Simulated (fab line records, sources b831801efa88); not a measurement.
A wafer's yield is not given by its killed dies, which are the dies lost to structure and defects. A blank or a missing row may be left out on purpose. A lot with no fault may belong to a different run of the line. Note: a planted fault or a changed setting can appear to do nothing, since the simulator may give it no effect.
fab line records | flow sky130
[record] lots = 6 | wafers = 18 | last-day = 51
route steps=708 shown CAPM@546 METAL3@555
lots that met no fault: taken from a fault-free run of the same line
start-h: start of the lot's first displayed wafer, in hours after the record's first day | wait-h: time in hours since the lot's previous step | " the same as in the row above | L1.1+2: several wafers, shown together as one row | - no value present, or no start provided | * or withheld: withheld | < > ~ a bound
route shown NAME@n: names a module that has steps shown in the file, with the first one's number in the route | usual: mean/standard deviation taken from wafers without a fault | same: alike in all rows | chamber/n: place in a boat | sites: the reading at each site | _std_site: standard deviation of those values | _edge_site: inner sites' mean taken away from outer sites' mean | radius-mm: for every site, how far away it sits from the centre of the wafer | mask NAME#n: copy n | behind: the most recent tool/chamber to have shaped the wafer | hold: what put the lot on hold/how long, in hours/how the hold closed | device: the n, p or np transistor that did not switch | end of line: the tests these same wafers got at the end of their route | step lacking rows: just its recipe | killed: not the wafer's yield, but the dies lost to structure and defects at the first sort | map: dies across one wafer; x = killed, . = not, _ = none there
set.NAME: the setting the step ran with; set.NAME@STEP: the setting that earlier step ran with | model.NAME: the simulator's own value behind a step, which no gauge read
certain route steps with their lots: each step a table, each wafer a row
services: the hour from which a tool's chamber was out of use, counted from the record's first day as start-h (under 0 if before that day), plus the number of hours and why
[[steps]]
[step SKY_CAPM_EXPOSE_09]
[recipe] mask-id = CAPM | na = 0.6 | source-shape = conventional | sigma-outer = 0.6 | polarization = unpolarized | target-cd-nm = 1000 | dose-mj = 159
[step SKY_CAPM_PEB_10]
[recipe] temp-c = withheld | time-s = * | resist = NOVOLAK
[step SKY_CAPM_DEVELOP_11]
[recipe] resist = NOVOLAK | developer = TMAH | develop-time-s = 60 | dev-temp-c = 23
[step SKY_CAPM_OVL_MEAS_12]
[usual] CAPM_OVL = 0.9/1.4
lot.wafer | tool       | chamber | start-h | wait-h | CAPM_OVL[nm]
L716.4    | overlay-01 | -       | 905.73  | 0.1    | 1.0
L716.5    | "          | -       | "       | "      | 1.5
L716.6    | "          | -       | "       | "      | 1.3
L719.1    | overlay-01 | -       | 931.87  | 0.1    | 0.8
L719.3    | "          | -       | "       | "      | 0.8
L719.5    | "          | -       | "       | "      | 2.5
L724.2    | overlay-01 | -       | 966.13  | 0.1    | -0.1
L724.3    | "          | -       | "       | "      | -0.3
L724.4    | "          | -       | "       | "      | 0.3
L727.1    | overlay-02 | -       | 988.27  | 0.1    | 0.6
L727.4    | "          | -       | "       | "      | 2.3
L727.6    | "          | -       | "       | "      | 1.3
L735.2    | overlay-02 | -       | 1045.12 | 0.1    | -2.5
L735.4    | "          | -       | "       | "      | 0.4
L735.5    | "          | -       | "       | "      | -2.5
L736.1    | overlay-01 | -       | 1052.27 | 0.1    | 3.2
L736.2    | "          | -       | "       | "      | 3.6
L736.3    | "          | -       | "       | "      | 0.8
[step SKY_CAPM_METAL_ETCH_13]
[recipe] target-depth-nm = 220 | stop-on = SiO2 | chemistry = Cl2/BCl3 | target = TiN | pressure-mtorr = 10 | icp-w = 900 | bias-w = 48.5 | Cl2_flow_sccm = 60 | bcl3-flow-sccm = 30 | time-s = 62.9
[usual] bcl3-flow-sccm = 30.02/0.088 | drypump-motor-current-A = 5.68/0.28 | he-backside-leak-sccm = 3.26/0.21 | oes-product-au = 0.945/0.007 | throttle-valve-pct = 21.899/0.0098
lot.wafer | tool         | chamber | start-h | wait-h | bcl3-flow-sccm | drypump-motor-current-A | he-backside-leak-sccm | oes-product-au | rf-hours-counter-h | throttle-valve-pct
L716.4    | rie-metal-02 | 1       | 905.77  | 0.0    | 30.05          | 5.46                    | 3.28                  | 0.951          | -                  | 21.888
L716.5    | "            | 0       | "       | "      | 29.94          | 6.05                    | 3.56                  | 0.951          | -                  | 21.891
L716.6    | "            | 1       | "       | "      | 30.06          | 5.47                    | 3.06                  | 0.938          | -                  | 21.892
L719.1    | rie-metal-01 | 1       | 931.90  | 0.0    | 30.13          | 5.87                    | 3.48                  | 0.956          | 14                 | 21.903
L719.3    | "            | 1       | "       | "      | 30.01          | 5.85                    | 3.58                  | 0.951          | -                  | 21.898
L719.5    | "            | 1       | "       | "      | 30.00          | 5.85                    | 3.55                  | 0.947          | -                  | 21.914
L724.2    | rie-metal-02 | 1       | 966.16  | 0.0    | 29.88          | 5.46                    | 3.14                  | 0.948          | 15                 | 21.899
L724.3    | "            | 0       | "       | "      | 29.89          | 6.07                    | 3.43                  | 0.949          | -                  | 21.881
L724.4    | "            | 1       | "       | "      | 30.11          | 5.48                    | 3.12                  | 0.948          | -                  | 21.896
L727.1    | rie-metal-02 | 1       | 988.31  | 0.0    | 29.96          | 5.48                    | 3.21                  | 0.944          | 16                 | 21.907
L727.4    | "            | 1       | "       | "      | 30.07          | 5.47                    | 3.31                  | 0.941          | -                  | 21.913
L727.6    | "            | 0       | "       | "      | 29.99          | 6.03                    | 2.99                  | 0.940          | -                  | 21.893
L735.2    | rie-metal-02 | 1       | 1045.17 | 0.0    | 30.05          | 5.47                    | 3.26                  | 0.946          | -                  | 21.904
L735.4    | "            | 1       | "       | "      | 30.04          | 5.50                    | 3.11                  | 0.945          | -                  | 21.891
L735.5    | "            | 1       | "       | "      | 29.89          | 5.47                    | 3.29                  | 0.930          | -                  | 21.901
L736.1    | rie-metal-04 | 0       | 1052.31 | 0.0    | 30.07          | 5.47                    | 3.15                  | 0.946          | 21                 | 21.897
L736.2    | "            | 1       | "       | "      | 29.92          | 5.22                    | 3.20                  | 0.950          | 16                 | 21.903
L736.3    | "            | 1       | "       | "      | 30.01          | 5.23                    | 3.11                  | 0.952          | -                  | 21.897
[step SKY_CAPM_STRIP_14]
[recipe] chemistry = O2/N2 | power-w = 1400 | pressure-mtorr = 1500 | platen-temp-c = withheld | o2-flow-sccm = 3000 | n2-flow-sccm = 300 | overash-fraction = 0.5
[usual] drypump-motor-current-A = 5.2/0.42 | oes-product-au = 0.710/0.0045 | strip-time-to-endpoint-s = 12.65/0.052
lot.wafer | tool            | chamber | start-h | wait-h | drypump-motor-current-A | oes-product-au | rf-hours-counter-h | strip-time-to-endpoint-s
L716.4    | plasma-asher-04 | 0       | 905.86  | 0.1    | 4.9                     | 0.715          | -                  | 12.58
L716.5    | "               | 1       | "       | "      | 5.2                     | 0.714          | -                  | 12.57
L716.6    | "               | 0       | "       | "      | 4.9                     | 0.710          | -                  | 12.60
L719.1    | plasma-asher-01 | 0       | 931.98  | 0.1    | 5.9                     | 0.702          | 79                 | 12.61
L719.3    | "               | 0       | "       | "      | 5.9                     | 0.706          | -                  | 12.59
L719.5    | "               | 0       | "       | "      | 5.9                     | 0.721          | -                  | 12.60
L724.2    | plasma-asher-01 | 0       | 966.23  | 0.1    | 5.9                     | 0.712          | 83                 | 12.76
L724.3    | "               | 0       | "       | "      | 5.9                     | 0.705          | -                  | 12.68
L724.4    | "               | 1       | "       | "      | 4.6                     | 0.707          | -                  | 12.73
L727.1    | plasma-asher-01 | 0       | 988.38  | 0.1    | 5.9                     | 0.710          | 85                 | 12.68
L727.4    | "               | 0       | "       | "      | 5.9                     | 0.716          | -                  | 12.65
L727.6    | "               | 1       | "       | "      | 4.7                     | 0.710          | -                  | 12.66
L735.2    | plasma-asher-03 | 1       | 1045.30 | 0.1    | 5.2                     | 0.716          | 59                 | 12.67
L735.4    | "               | 1       | "       | "      | 5.2                     | 0.714          | -                  | 12.62
L735.5    | "               | 1       | "       | "      | 5.2                     | 0.703          | -                  | 12.61
L736.1    | plasma-asher-04 | 1       | 1052.38 | 0.1    | 5.2                     | 0.707          | 31                 | 12.66
L736.2    | "               | 0       | "       | "      | 5.0                     | 0.709          | 31                 | 12.68
L736.3    | "               | 1       | "       | "      | 5.2                     | 0.706          | -                  | 12.68
[step SKY_CAPM_STRIP_15]
[recipe] chemistry = post-etch-residue-remover | time-s = 1200 | temp-c = 72.5
[step SKY_CAPM_CLEAN_16]
[recipe] chemistry = IPA | time-s = 180 | temp-c = 25
[step SKY_CAPM_CLEAN_17]
[recipe] chemistry = O3/DIW | dry = n2-spin
[step SKY_METAL3_DEHYDRATE_05]
[recipe] temp-c = 200 | time-s = 60
[step SKY_METAL3_HMDS_06]
[recipe] prime-time-s = 60 | prime-temp-c = 120
[step SKY_METAL3_COAT_07]
[recipe] resist = BARC | temp-c = withheld | time-s = withheld | spin-rpm = 3000 | resist-thk-nm = 60
[step SKY_METAL3_COAT_08]
[recipe] resist = KrF-thick | spin-rpm = 3000 | resist-thk-nm = 1140
lot.wafer | tool           | chamber | start-h | wait-h | model.KrF-thick_of_METAL3_COAT_08.thk-nm
L716.4+6  | litho-track-03 | 0       | 918     | -      | 1143
L716.5    | "              | 0       | "       | "      | 1144
L719.1    | litho-track-03 | 0       | 944     | -      | 1143
L719.3    | "              | 0       | "       | "      | 1138
L719.5    | "              | 0       | "       | "      | 1142
L724.2+4  | litho-track-03 | 0       | 979     | -      | 1158
L724.3    | "              | 0       | "       | "      | 1156
L727.1    | litho-track-03 | 0       | 1000    | -      | 1140
L727.4    | "              | 0       | 1001    | -      | 1164
L727.6    | "              | 0       | "       | "      | 1142
L735.2    | litho-track-03 | 0       | 1058    | -      | 1135
L735.4    | "              | 0       | "       | "      | 1139
L735.5    | "              | 0       | "       | "      | 1132
L736.1    | litho-track-01 | 0       | 1063    | -      | 1143
L736.2    | "              | 0       | "       | "      | 1140
L736.3    | "              | 0       | "       | "      | 1141
[step SKY_METAL3_SOFTBAKE_09]
[recipe] temp-c = 100 | time-s = 90 | resist = KrF-thick
[step SKY_METAL3_EXPOSE_10]
[recipe] mask-id = MM3 | na = 0.68 | source-shape = annular | sigma-inner = 0.4 | sigma-outer = 0.8 | target-cd-nm = 300 | dose-mj = 28
[step SKY_METAL3_PEB_11]
[recipe] peb-temp-c = withheld | peb-time-s = withheld | resist = KrF-thick
[step SKY_METAL3_DEVELOP_12]
[recipe] develop-time-s = 60 | resist = KrF-thick | dev-temp-c = 21
[step SKY_METAL3_CD_MEAS_13]
[recipe] target-cd-nm = 300
[usual] cd-nm = 300.0/1.2
lot.wafer | tool      | chamber | start-h | wait-h | cd-nm
L716.4    | cd-sem-02 | -       | 931.52  | -      | 300.0
L716.5    | "         | -       | "       | "      | 298.7
L716.6    | "         | -       | "       | "      | 299.1
L719.1    | cd-sem-02 | -       | 957.21  | -      | 298.9
L719.3    | "         | -       | "       | "      | 299.0
L719.5    | "         | -       | "       | "      | 299.6
L724.2    | cd-sem-02 | -       | 991.40  | -      | 298.9
L724.3    | "         | -       | "       | "      | 298.8
L724.4    | "         | -       | "       | "      | 300.5
L727.1    | cd-sem-01 | -       | 1013.46 | -      | 300.4
L727.4    | "         | -       | "       | "      | 301.7
L727.6    | "         | -       | "       | "      | 301.5
L735.2    | cd-sem-01 | -       | 1068.84 | -      | 298.7
L735.4    | "         | -       | "       | "      | 298.7
L735.5    | "         | -       | "       | "      | 299.6
L736.1    | cd-sem-02 | -       | 1073.71 | -      | 300.9
L736.2    | "         | -       | "       | "      | 299.9
L736.3    | "         | -       | "       | "      | 300.4
[step SKY_METAL3_OVL_MEAS_14]
[usual] METAL3_OVL = 1/5.7
lot.wafer | tool       | chamber | start-h | wait-h | METAL3_OVL[nm]
L716.4    | overlay-02 | -       | 931.60  | 0.1    | -10
L716.5    | "          | -       | "       | "      | -4
L716.6    | "          | -       | "       | "      | -13
L719.1    | overlay-01 | -       | 957.33  | 0.1    | -5
L719.3    | "          | -       | "       | "      | -2
L719.5    | "          | -       | "       | "      | -5
L724.2    | overlay-01 | -       | 991.51  | 0.1    | 16
L724.3    | "          | -       | "       | "      | -4
L724.4    | "          | -       | "       | "      | 8
L727.1    | overlay-01 | -       | 1013.58 | 0.1    | -3
L727.4    | "          | -       | "       | "      | -2
L727.6    | "          | -       | "       | "      | -2
L735.2    | overlay-01 | -       | 1068.94 | 0.1    | 16
L735.4    | "          | -       | "       | "      | 8
L735.5    | "          | -       | "       | "      | 5
L736.1    | overlay-02 | -       | 1073.83 | 0.1    | -4
L736.2    | "          | -       | "       | "      | -6
L736.3    | "          | -       | "       | "      | 5
[step SKY_METAL3_DESCUM_15]
[recipe] chemistry = O2 | source-power-w = 150 | bias-power-w = 0 | pressure-mtorr = 10 | temp-c = 40 | time-s = 8
[usual] drypump-motor-current-A = 5.7/0.36 | he-backside-leak-sccm = 3.3/0.38 | oes-product-au = 1.000/0.0091
lot.wafer | tool         | chamber | start-h | wait-h | drypump-motor-current-A | he-backside-leak-sccm | oes-product-au | rf-hours-counter-h
L716.4    | rie-metal-02 | 0       | 931.63  | 0.0    | 6.1                     | 3.3                   | 1.008          | -
L716.5    | "            | 0       | "       | "      | 6.0                     | 3.4                   | 1.001          | -
L716.6    | "            | 1       | "       | "      | 5.5                     | 3.0                   | 1.002          | -
L719.1    | rie-metal-02 | 0       | 957.37  | 0.0    | 6.0                     | 3.4                   | 1.019          | 18
L719.3    | "            | 1       | "       | "      | 5.4                     | 3.1                   | 0.997          | -
L719.5    | "            | 0       | "       | "      | 6.0                     | 3.3                   | 1.003          | -
L724.2    | rie-metal-02 | 1       | 991.54  | 0.0    | 5.5                     | 3.2                   | 1.008          | 16
L724.3    | "            | 1       | "       | "      | 5.5                     | 3.2                   | 1.004          | -
L724.4    | "            | 0       | "       | "      | 6.0                     | 3.2                   | 0.999          | -
L727.1    | rie-metal-02 | 1       | 1013.62 | 0.0    | 5.4                     | 3.2                   | 1.008          | 17
L727.4    | "            | 0       | "       | "      | 6.1                     | 3.2                   | 1.012          | -
L727.6    | "            | 0       | "       | "      | 6.0                     | 3.3                   | 1.008          | -
L735.2    | rie-metal-03 | 0       | 1068.97 | 0.0    | 5.5                     | 3.7                   | 1.001          | 25
L735.4    | "            | 0       | "       | "      | 5.5                     | 3.7                   | 0.994          | -
L735.5    | "            | 1       | "       | "      | 6.3                     | 3.6                   | 1.006          | -
L736.1    | rie-metal-02 | 0       | 1073.87 | 0.0    | 6.0                     | 3.5                   | 0.996          | 0
L736.2    | "            | 1       | "       | "      | 5.5                     | 3.0                   | 0.995          | 22
L736.3    | "            | 0       | "       | "      | 6.1                     | 3.4                   | 0.980          | -
[step SKY_METAL3_ETCH_16]
[recipe] chemistry = N2/H2 | target = BARC | ion-energy-ev = 200 | bias-w = 100 | pressure-mtorr = 30 | n2-flow-sccm = 100 | h2-flow-sccm = 200 | icp-w = 500 | stop-on = SiO2 | time-s = 88.2 | target-depth-a = 600
[usual] drypump-motor-current-A = 5.7/0.36 | he-backside-leak-sccm = 3.3/0.37 | oes-product-au = 0.625/0.0048 | throttle-valve-pct = 13.205/0.0082
lot.wafer | tool         | chamber | start-h | wait-h | drypump-motor-current-A | he-backside-leak-sccm | oes-product-au | rf-hours-counter-h | throttle-valve-pct
L716.4    | rie-metal-02 | 0       | 931.68  | 0.0    | 6.0                     | 3.1                   | 0.627          | -                  | 13.207
L716.5    | "            | 0       | "       | "      | 6.1                     | 3.4                   | 0.630          | -                  | 13.212
L716.6    | "            | 1       | "       | "      | 5.5                     | 3.0                   | 0.629          | -                  | 13.203
L719.1    | rie-metal-02 | 0       | 957.40  | 0.0    | 6.1                     | 3.5                   | 0.631          | 18                 | 13.191
L719.3    | "            | 1       | "       | "      | 5.5                     | 3.2                   | 0.628          | -                  | 13.207
L719.5    | "            | 0       | "       | "      | 6.1                     | 3.4                   | 0.630          | -                  | 13.207
L724.2    | rie-metal-02 | 1       | 991.57  | 0.0    | 5.5                     | 3.0                   | 0.619          | 16                 | 13.205
L724.3    | "            | 1       | "       | "      | 5.5                     | 3.0                   | 0.625          | -                  | 13.209
L724.4    | "            | 0       | "       | "      | 6.1                     | 3.3                   | 0.619          | -                  | 13.202
L727.1    | rie-metal-02 | 1       | 1013.65 | 0.0    | 5.5                     | 3.2                   | 0.625          | 17                 | 13.212
L727.4    | "            | 0       | "       | "      | 6.1                     | 3.4                   | 0.625          | -                  | 13.200
L727.6    | "            | 0       | "       | "      | 6.1                     | 3.4                   | 0.627          | -                  | 13.202
L735.2    | rie-metal-03 | 0       | 1069.00 | 0.0    | 5.5                     | 3.8                   | 0.628          | 25                 | 13.206
L735.4    | "            | 0       | "       | "      | 5.5                     | 3.7                   | 0.625          | -                  | 13.206
L735.5    | "            | 1       | "       | "      | 6.3                     | 3.4                   | 0.619          | -                  | 13.205
L736.1    | rie-metal-02 | 0       | 1073.90 | 0.0    | 6.1                     | 3.3                   | 0.627          | 0                  | 13.215
L736.2    | "            | 1       | "       | "      | 5.5                     | 3.4                   | 0.627          | 22                 | 13.204
L736.3    | "            | 0       | "       | "      | 6.1                     | 3.0                   | 0.635          | -                  | 13.199
[step SKY_METAL3_ETCH_17]
[recipe] target = SiO2 | stop-on = TiN | chemistry = C4F8/O2/Ar | source-w = 1500 | bias-w = 1200 | pressure-mtorr = 40 | c4f8-flow-sccm = withheld | O2_flow_sccm = 6 | Ar_flow_sccm = 300 | time-s = 3.9 | target-depth-a = 150
[usual] oes-product-au = 0.757/0.0075
lot.wafer | tool        | chamber | start-h | wait-h | oes-product-au | rf-hours-counter-h
L716.4    | rie-diel-01 | 3       | 931.75  | 0.0    | 0.764          | 16
L716.5    | "           | 2       | "       | "      | 0.757          | -
L716.6    | "           | 1       | "       | "      | 0.761          | -
L719.1    | rie-diel-04 | 3       | 957.50  | 0.1    | 0.750          | 8
L719.3    | "           | 1       | "       | "      | 0.754          | 11
L719.5    | "           | 3       | "       | "      | 0.755          | -
L724.2    | rie-diel-04 | 1       | 991.67  | 0.1    | 0.764          | 12
L724.3    | "           | 3       | "       | "      | 0.764          | 9
L724.4    | "           | 2       | "       | "      | 0.758          | 20
L727.1    | rie-diel-03 | 2       | 1013.75 | 0.1    | 0.750          | 23
L727.4    | "           | 1       | "       | "      | 0.758          | 8
L727.6    | "           | 3       | "       | "      | 0.773          | -
L735.2    | rie-diel-04 | 3       | 1069.10 | 0.1    | 0.757          | 12
L735.4    | "           | 0       | "       | "      | 0.750          | 9
L735.5    | "           | 1       | "       | "      | 0.756          | -
L736.1    | rie-diel-01 | 2       | 1074.00 | 0.1    | 0.757          | 26
L736.2    | "           | 3       | "       | "      | 0.757          | 21
L736.3    | "           | 0       | "       | "      | 0.750          | 26
[step SKY_METAL3_METAL_ETCH_18]
[recipe] target-depth-a = 8450 | stop-on = SiO2 | over-etch-frac = 0.3 | time-s = 183.1 | chemistry = Cl2/BCl3 | resist-sidewall-deg = 88 | pressure-mtorr = 10 | icp-w = 900 | bias-w = 48.5 | Cl2_flow_sccm = 60 | bcl3-flow-sccm = 30
[usual] bcl3-flow-sccm = 30.00/0.097 | drypump-motor-current-A = 5.7/0.41 | he-backside-leak-sccm = 3.36/0.19 | oes-product-au = 0.865/0.0067 | throttle-valve-pct = 22.265/0.0095
lot.wafer | tool         | chamber | start-h | wait-h | bcl3-flow-sccm | drypump-motor-current-A | he-backside-leak-sccm | oes-product-au | rf-hours-counter-h | throttle-valve-pct | model.KrF-thick_of_METAL3_COAT_08.thk-nm
L716.4    | rie-metal-04 | 1       | 931.83  | 0.1    | 29.95          | 5.2                     | 3.15                  | 0.875          | -                  | 22.253             | 527.2
L716.5    | "            | 1       | "       | "      | 29.89          | 5.2                     | 3.33                  | 0.864          | -                  | 22.270             | 525.4
L716.6    | "            | 0       | "       | "      | 29.95          | 5.5                     | 3.26                  | 0.862          | -                  | 22.266             | 508.3
L719.1    | rie-metal-03 | 0       | 957.52  | 0.0    | 29.83          | 5.5                     | 3.70                  | 0.866          | 18                 | 22.272             | 540.5
L719.3    | "            | 1       | "       | "      | 30.04          | 6.3                     | 3.39                  | 0.871          | -                  | 22.251             | 530.7
L719.5    | "            | 1       | "       | "      | 29.95          | 6.3                     | 3.34                  | 0.859          | -                  | 22.269             | 530.7
L724.2    | rie-metal-03 | 0       | 991.69  | 0.0    | 30.04          | 5.5                     | 3.71                  | 0.854          | 20                 | 22.262             | 552.4
L724.3    | "            | 1       | "       | "      | 29.97          | 6.3                     | 3.38                  | 0.854          | -                  | 22.258             | 549.3
L724.4    | "            | 0       | "       | "      | 30.02          | 5.5                     | 3.74                  | 0.863          | -                  | 22.270             | 551.2
L727.1    | rie-metal-03 | 0       | 1013.77 | 0.0    | 30.13          | 5.5                     | 3.61                  | 0.874          | 22                 | 22.275             | 533.2
L727.4    | "            | 1       | "       | "      | 30.16          | 6.3                     | 3.35                  | 0.868          | -                  | 22.273             | 560.8
L727.6    | "            | 1       | "       | "      | 30.00          | 6.3                     | 3.44                  | 0.869          | -                  | 22.261             | 531.7
L735.2    | rie-metal-04 | 0       | 1069.12 | 0.0    | 29.82          | 5.4                     | 3.34                  | 0.861          | 21                 | 22.263             | 507.1
L735.4    | "            | 0       | "       | "      | 30.03          | 5.5                     | 3.43                  | 0.863          | -                  | 22.262             | 511.9
L735.5    | "            | 1       | "       | "      | 30.03          | 5.2                     | 3.26                  | 0.860          | -                  | 22.259             | 521.7
L736.1    | rie-metal-03 | 1       | 1074.02 | 0.0    | 30.03          | 6.3                     | 3.31                  | 0.860          | 17                 | 22.255             | 537.7
L736.2    | "            | 0       | "       | "      | 30.09          | 5.5                     | 3.71                  | 0.856          | 26                 | 22.262             | 534.3
L736.3    | "            | 1       | "       | "      | 30.04          | 6.3                     | 3.33                  | 0.862          | -                  | 22.253             | 532.8
[step SKY_METAL3_STRIP_19]
[recipe] chemistry = O2/N2 | power-w = 1400 | pressure-mtorr = 1500 | platen-temp-c = withheld | o2-flow-sccm = 3000 | n2-flow-sccm = 300 | overash-fraction = 0.5
[usual] drypump-motor-current-A = 5.3/0.45 | oes-product-au = 0.503/0.0059 | strip-time-to-endpoint-s = 6.55/0.086
lot.wafer | tool            | chamber | start-h | wait-h | drypump-motor-current-A | oes-product-au | rf-hours-counter-h | strip-time-to-endpoint-s
L716.4    | plasma-asher-02 | 0       | 931.98  | 0.1    | 5.1                     | 0.502          | -                  | 6.54
L716.5    | "               | 1       | "       | "      | 5.4                     | 0.500          | -                  | 6.52
L716.6    | "               | 0       | "       | "      | 5.1                     | 0.492          | -                  | 6.34
L719.1    | plasma-asher-03 | 1       | 957.69  | 0.1    | 5.2                     | 0.511          | 50                 | 6.67
L719.3    | "               | 1       | "       | "      | 5.2                     | 0.500          | -                  | 6.56
L719.5    | "               | 0       | "       | "      | 5.4                     | 0.505          | -                  | 6.56
L724.2    | plasma-asher-01 | 0       | 991.86  | 0.1    | 5.9                     | 0.514          | 85                 | 6.79
L724.3    | "               | 0       | "       | "      | 5.9                     | 0.511          | -                  | 6.75
L724.4    | "               | 1       | "       | "      | 4.6                     | 0.507          | -                  | 6.78
L727.1    | plasma-asher-02 | 0       | 1013.94 | 0.1    | 5.1                     | 0.507          | 118                | 6.59
L727.4    | "               | 0       | "       | "      | 5.1                     | 0.521          | -                  | 6.88
L727.6    | "               | 0       | "       | "      | 5.1                     | 0.505          | -                  | 6.58
L735.2    | plasma-asher-01 | 0       | 1069.30 | 0.1    | 5.9                     | 0.495          | 93                 | 6.33
L735.4    | "               | 0       | "       | "      | 5.9                     | 0.493          | -                  | 6.37
L735.5    | "               | 1       | "       | "      | 4.6                     | 0.500          | -                  | 6.48
L736.1    | plasma-asher-02 | 0       | 1074.19 | 0.1    | 5.0                     | 0.514          | 1                  | 6.65
L736.2    | "               | 1       | "       | "      | 5.4                     | 0.510          | 1                  | 6.61
L736.3    | "               | 0       | "       | "      | 5.0                     | 0.501          | -                  | 6.61
[step SKY_METAL3_STRIP_20]
[recipe] chemistry = post-etch-residue-remover | time-s = 1200 | temp-c = 72.5
[[services]]
tool            | chamber | start-h | hours | kind
rie-metal-04    | 0       | 882.02  | 5.4   | repair
rie-diel-01     | 3       | 896.30  | 2.6   | repair
plasma-asher-02 | -       | 907.05  | 1.3   | repair
rie-diel-03     | 0       | 919.86  | 11.3  | repair
rie-diel-03     | 1       | 925.90  | 2.8   | repair
rie-metal-04    | -       | 950.01  | 14.6  | pm
rie-diel-04     | 1       | 967.04  | 4.1   | repair
rie-metal-02    | 0       | 969.93  | 1.9   | repair
rie-diel-04     | -       | 971.53  | 2.8   | pm
rie-metal-04    | -       | 1023.55 | 2.8   | pm
rie-diel-04     | 1       | 1024.82 | 17.9  | repair
rie-diel-01     | 3       | 1025.70 | 4.2   | repair
rie-diel-04     | 3       | 1034.18 | 5.4   | repair
rie-diel-03     | 2       | 1039.15 | 12.6  | repair
rie-metal-02    | 0       | 1044.71 | -     | clean
rie-metal-02    | 0       | 1044.71 | 23.0  | scheduled-down
rie-metal-02    | 0       | 1044.71 | 23.0  | vent-cycle
plasma-asher-02 | -       | 1055.30 | 9.0   | pm
plasma-asher-02 | 0       | 1055.30 | 9.0   | vent-cycle
plasma-asher-02 | 1       | 1055.30 | 9.0   | vent-cycle
plasma-asher-02 | 0       | 1064.30 | -     | clean
plasma-asher-02 | 1       | 1064.30 | -     | clean
rie-diel-01     | 2       | 1066.52 | 3.4   | repair
rie-diel-03     | 3       | 1068.70 | 7.0   | repair
[[key]]
[first-sign] step = SKY_METAL3_STRIP_19 | reading = strip-time-to-endpoint-s | direction = up | sigmas = 2.9 | usual = * | struck = *
effect none on later readings
[model-effect] step = SKY_METAL3_COAT_08 | value = KrF-thick_of_METAL3_COAT_08.thk-nm | without = 1137 | struck = 1159
[model-effect] step = SKY_METAL3_METAL_ETCH_18 | value = KrF-thick_of_METAL3_COAT_08.thk-nm | without = 531.8 | struck = 553.4
met-at SKY_METAL3_COAT_08
struck-wafers L724.2,L724.3,L724.4,L727.4
onset-between 944 979
[fault] kind = process-parameter-drift | tool = litho-track-03 | chamber = - | onset-h = 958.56 | steps = SKY_METAL3_COAT_08 | channel = resist-thk-nm | offset = 21.724 | shape = step | end-h = 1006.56 | scope = struck-wafers-only | acts-in = these-recipes-only | stated = 1140
